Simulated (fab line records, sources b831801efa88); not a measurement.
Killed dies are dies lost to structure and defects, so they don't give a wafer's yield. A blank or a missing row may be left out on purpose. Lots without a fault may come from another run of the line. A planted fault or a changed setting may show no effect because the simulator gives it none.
Which tool did it? | flow sky130 | 12 lots, 36 wafers sampled, at 4 steps of a route of 708

WHAT THE GAUGES READ, wafer by wafer
SKY_PAD_OPEN_BOW_MEAS_13.
lot  | measured     | on            | PAD_OPEN_BOW (um)
L811 | day 46 11:46 | film_metro-01 | 36 54 46
L812 | day 46 13:16 | film_metro-01 | 40 45 35
L813 | day 46 20:04 | film_metro-01 | 47 44 32
L814 | day 47 01:32 | film_metro-02 | 59 55 48
L815 | day 47 09:59 | film_metro-01 | 64 60 53
L819 | day 48 08:10 | film_metro-03 | 52 56 57
L825 | day 49 16:22 | film_metro-03 | 53 44 46
L827 | day 49 20:04 | film_metro-02 | 55 42 42
L828 | day 50 06:28 | film_metro-01 | 31 45 35
L829 | day 50 09:53 | film_metro-02 | 40 39 44
L830 | day 50 13:30 | film_metro-01 | 41 34 34
L831 | day 50 17:37 | film_metro-03 | 52 52 58

WHICH TOOL RAN EACH LOT (tool, then ch and the chambers of the sampled wafers, then the start)
lot  | SKY_METAL5_SPUTTER_04        | SKY_METAL5_STRIP_16                  | SKY_PAD_OPEN_ETCH_07
L811 | pvd_sputter-01, day 43 15:30 | plasma_asher-02 ch 0,1, day 44 14:14 | rie_diel-04 ch 0,1,2, day 46 09:31
L812 | pvd_sputter-01, day 43 17:32 | plasma_asher-01 ch 0,1, day 44 16:08 | rie_diel-01 ch 1,2,3, day 46 11:04
L813 | pvd_sputter-02, day 43 23:58 | plasma_asher-01 ch 0,1, day 44 22:40 | rie_diel-01 ch 0,1,2, day 46 17:49
L814 | pvd_sputter-01, day 44 08:14 | plasma_asher-02 ch 0,1, day 45 05:32 | rie_diel-04 ch 0,1, day 46 23:17
L815 | pvd_sputter-02, day 44 15:46 | plasma_asher-02 ch 0,1, day 45 13:38 | rie_diel-01 ch 0,3, day 47 07:43
L819 | pvd_sputter-02, day 45 16:26 | plasma_asher-02 ch 0,1, day 46 13:35 | rie_diel-01 ch 0,2,3, day 48 05:58
L825 | pvd_sputter-02, day 47 05:53 | plasma_asher-03 ch 0,1, day 48 01:38 | rie_diel-04 ch 2,3, day 49 14:08
L827 | pvd_sputter-01, day 47 09:28 | plasma_asher-02 ch 0,1, day 48 05:43 | rie_diel-01 ch 0,2,3, day 49 17:53
L828 | pvd_sputter-01, day 47 21:30 | plasma_asher-02 ch 0,1, day 48 17:10 | rie_diel-02 ch 0,1,3, day 50 04:07
L829 | pvd_sputter-01, day 48 03:29 | plasma_asher-01 ch 0,1, day 48 22:05 | rie_diel-02 ch 0,1, day 50 07:40
L830 | pvd_sputter-03, day 48 05:44 | plasma_asher-02 ch 0,1, day 49 00:10 | rie_diel-04 ch 1,3, day 50 10:47
L831 | pvd_sputter-01, day 48 11:27 | plasma_asher-03 ch 0,1, day 49 05:08 | rie_diel-02 ch 1,2, day 50 15:22
- SKY_METAL5_SPUTTER_04: material TiN, target thk 70 nm, time 58.3 s.
- SKY_METAL5_STRIP_16: strips in O2/N2.
- SKY_PAD_OPEN_ETCH_07: etches the open film in CF4/O2, stops on AlCu, target depth 725 nm, time 161.1 s.

WHAT THE TOOLS THEMSELVES READ (means of the sampled wafers that have a number; where no wafer has one, the mark that the record gives instead)
SKY_METAL5_SPUTTER_04.
lot  | tool           | chamber_pressure_pa (Pa) | throttle_valve_pct (%)
L811 | pvd_sputter-01 | 0.4006                   | 29.6
L812 | pvd_sputter-01 | 0.3997                   | 29.3
L813 | pvd_sputter-02 | 0.3987                   | 30.3
L814 | pvd_sputter-01 | 0.3995                   | 29.6
L815 | pvd_sputter-02 | 0.3995                   | 30.3
L819 | pvd_sputter-02 | 0.3993                   | 29.9
L825 | pvd_sputter-02 | 0.3984                   | 29.9
L827 | pvd_sputter-01 | 0.3998                   | 30.1
L828 | pvd_sputter-01 | 0.4007                   | 29.6
L829 | pvd_sputter-01 | 0.3997                   | 29.5
L830 | pvd_sputter-03 | 0.3997                   | 29.7
L831 | pvd_sputter-01 | 0.4005                   | 29.7

SKY_METAL5_STRIP_16.
lot  | tool            | drypump_motor_current_A (A) | n2_flow_sccm (sccm) | oes_product_au (a.u.) | strip_time_to_endpoint_s (s)
L811 | plasma_asher-02 | 5.5                         | 300.1               | 0.714                 | 13.11
L812 | plasma_asher-01 | 5.6                         | 299.4               | 0.712                 | 13.20
L813 | plasma_asher-01 | 5.8                         | 299.8               | 0.711                 | 12.93
L814 | plasma_asher-02 | 5.7                         | 300.2               | 0.712                 | 13.08
L815 | plasma_asher-02 | 5.5                         | 299.6               | 0.715                 | 13.07
L819 | plasma_asher-02 | 5.4                         | 300.4               | 0.710                 | 13.15
L825 | plasma_asher-03 | 6.1                         | 299.7               | 0.710                 | 12.91
L827 | plasma_asher-02 | 5.6                         | 299.6               | 0.712                 | 13.08
L828 | plasma_asher-02 | 5.6                         | 299.4               | 0.708                 | 13.06
L829 | plasma_asher-01 | 5.8                         | 299.4               | 0.714                 | 13.15
L830 | plasma_asher-02 | 5.5                         | 300.6               | 0.716                 | 13.12
L831 | plasma_asher-03 | 6.1                         | 300.3               | 0.711                 | 13.03

SKY_PAD_OPEN_ETCH_07.
lot  | tool        | cf4_flow_sccm (sccm) | drypump_motor_current_A (A) | oes_product_au (a.u.) | throttle_valve_pct (%)
L811 | rie_diel-04 | 80.05                | 5.8                         | 0.982                 | 5.961
L812 | rie_diel-01 | 80.32                | 5.3                         | 0.969                 | 5.969
L813 | rie_diel-01 | 80.18                | 5.3                         | 0.977                 | 5.967
L814 | rie_diel-04 | 79.93                | 5.8                         | 0.977                 | 5.968
L815 | rie_diel-01 | 80.06                | 5.0                         | 0.982                 | 5.964
L819 | rie_diel-01 | 80.10                | 5.3                         | 0.976                 | 5.969
L825 | rie_diel-04 | 79.83                | 5.4                         | 0.970                 | 5.956
L827 | rie_diel-01 | 79.87                | 5.2                         | 0.926                 | 5.951
L828 | rie_diel-02 | 79.97                | 5.9                         | 0.975                 | 5.963
L829 | rie_diel-02 | 80.15                | 6.1                         | 0.971                 | 5.965
L830 | rie_diel-04 | 79.87                | 5.3                         | 0.972                 | 5.973
L831 | rie_diel-02 | 80.16                | 5.5                         | 0.982                 | 5.963

THE ANSWER, worked out from the rows above alone
Rule: what is usual is taken from the lots themselves. Put in order of their means at a reading, lots are off if they are a third of the lots or fewer, leave a main group of 4 or more, and stand apart from it by a gap of 3 or more times the standard deviation of the main group's means; of several such gaps the widest counts. A main group whose means are all the same, to the digits that the tables above print for the reading, isn't used. A lot without any number at a reading at which 4 lots or more have one is off too. The other lots that the step has rows for count as sound. The gauges are gone through in route order, then the tools' own readings, and for those a lot's mean is taken as printed above. The first step at which some lot is off is used, and at that step the reading that is off furthest; a lot without a number counts as furthest.
Off: L827, at SKY_PAD_OPEN_ETCH_07 (oes_product_au). The main group: mean 0.976 a.u., standard deviation 0.0046.
A tool fits if, at that step or a process step before it, it ran every lot that is off, and no sound lot after the first of them. One fits: rie_diel-01 at SKY_PAD_OPEN_ETCH_07. Its last sound lot is L819 (day 48 05:58), its first lot that is off L827 (day 49 17:53): a fault that began between those two fits.
The tool's own readings at SKY_PAD_OPEN_ETCH_07 bear it out: on the lots that are off they differ by more than 5 times the standard deviation of the sound lots' means. oes_product_au reads 0.926 a.u. there against 0.976 a.u. on the sound lots.

WHAT THE SIMULATOR HAD PUT IN
Process parameter drift: rie_diel-01, from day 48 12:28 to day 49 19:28, at SKY_PAD_OPEN_ETCH_07. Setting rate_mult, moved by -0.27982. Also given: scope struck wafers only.
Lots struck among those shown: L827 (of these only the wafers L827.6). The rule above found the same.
